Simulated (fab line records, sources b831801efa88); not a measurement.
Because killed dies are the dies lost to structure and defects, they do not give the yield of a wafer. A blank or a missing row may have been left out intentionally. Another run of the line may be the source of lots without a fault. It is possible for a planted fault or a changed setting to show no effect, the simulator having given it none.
Comparing a struck lot with a sound one | flow gf180mcu | 30 out of 602 route steps
Sound: wafers L897.2, L897.5, L897.6. Wafers L887.2, L887.4, L887.5 were the ones struck. The cause is named last.
For every step that has rows: the tool of each side, followed by ch and its chambers, followed by its first start. Under that, the readings that differ: sound wafers | struck wafers | difference of the means | sigmas: that difference in standard deviations of wafers without a fault.
alike: a reading whose means differ by less than 2 such deviations, as well as words and numbers matching on both sides. not compared: withheld readings; readings where some wafer has no value; bounds like >300 that might hide an equal value; numbers whose values overlap and for which the record gives no deviation.
A row with sigmas, a row that says differs or no value, or rows on one side alone: a step with any of these is where the two part. When numbers do not overlap yet have no deviation, they are printed without sigmas and do not part them. Lack of a reading on every wafer of one side parts them only where that side has two or more wafers.

first, 8 steps without rows for these wafers: GF_HV_LDD_STRIP_49 (strips in O2/N2); GF_HV_LDD_CLEAN_51 (cleans in SC1/SC2, time 150 s); GF_HV_LDD_RTA_52 (time 10 s); GF_HV_LDD_CVD_54 (deposits SiO2 from TEOS, target thk 10 nm, time 75 s); GF_HV_LDD_CVD_56 (deposits Si3N4 from DCS/NH3, target thk 90 nm, time 1543 s); GF_HV_LDD_ETCHBACK_58 (etches Si3N4 in CH3F/O2, stops on SiO2, time 100 s, target depth 90 nm); GF_NSD_DEHYDRATE_00 (time 60 s); GF_NSD_HMDS_01 (prime time 60 s).
GF_NSD_COAT_02: resist thk 1000 nm.
  struck on litho track-02, day 15 07:59; sound on litho track-01 ch 0, day 18 21:47
  no value came back on the struck wafers for chill plate temp C (C), dispense pressure kPa (kPa); on the sound wafers chill plate temp C (C) reads 23.08 23.12 23.12
then, 4 steps without rows for these wafers: GF_NSD_SOFTBAKE_03 (time 60 s); GF_NSD_EXPOSE_04 (exposes mask Nplus, target cd 400 nm); GF_NSD_PEB_05; GF_NSD_DEVELOP_06 (develop time 60 s).
GF_NSD_CD_MEAS_07 targets a cd of 400 nm.
  struck on cd sem-02, day 15 18:44; sound on cd sem-01, day 19 10:29
  reading    | sound             | struck | difference                    | sigmas
  cd nm (nm) | 404.0 401.8 403.8 | - - -  | no value on the struck wafers |
GF_NSD_OVL_MEAS_08:
  struck on overlay-02, day 15 18:51; sound on overlay-02, day 19 10:36
  reading      | sound          | struck | difference                    | sigmas
  NSD_OVL (nm) | -2.1 -2.3 -3.7 | - - -  | no value on the struck wafers |
then, 12 steps without rows for these wafers: GF_NSD_IMPLANT_09; GF_NSD_IMPLANT_10; GF_NSD_STRIP_11 (strips in O2/N2); GF_PSD_DEHYDRATE_00 (time 60 s); GF_PSD_HMDS_01 (prime time 60 s); GF_PSD_COAT_02 (resist thk 1000 nm); GF_PSD_SOFTBAKE_03 (time 60 s); GF_PSD_EXPOSE_04 (exposes mask Pplus, target cd 400 nm); GF_PSD_PEB_05; GF_PSD_DEVELOP_06 (develop time 60 s); GF_PSD_IMPLANT_09; GF_PSD_STRIP_10 (strips in O2/N2).
GF_PSD_TW_MEAS_11:
  struck on film metro-01, day 16 17:56; sound on film metro-04, day 20 11:21
  reading | sound          | struck         | difference | sigmas
  PSD_TW  | 3196 3187 3197 | 4231 4244 4215 | +1037      | +30
then, 1 step without rows for these wafers: GF_PSD_CLEAN_12 (cleans in SC1/SC2, time 150 s).
-- the record jumps here: 14 days lie between the struck wafers' starts before and after (it left off in module PSD and takes up again in module PASSIVATION, whose first step shown is number 602 of the route) --
GF_PASSIVATION_PROBE_99:
  rows exist in the record for the struck wafers here (prober-02, day 31 01:29), but not for the sound ones

WHERE THEY PART
Earliest at GF_NSD_COAT_02; latest, in this record, at GF_PASSIVATION_PROBE_99.

WHY: the cause the simulator had injected
Beginning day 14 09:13, the whole step at GF_NSD_COAT_02 was skipped on litho track-02. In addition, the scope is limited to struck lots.
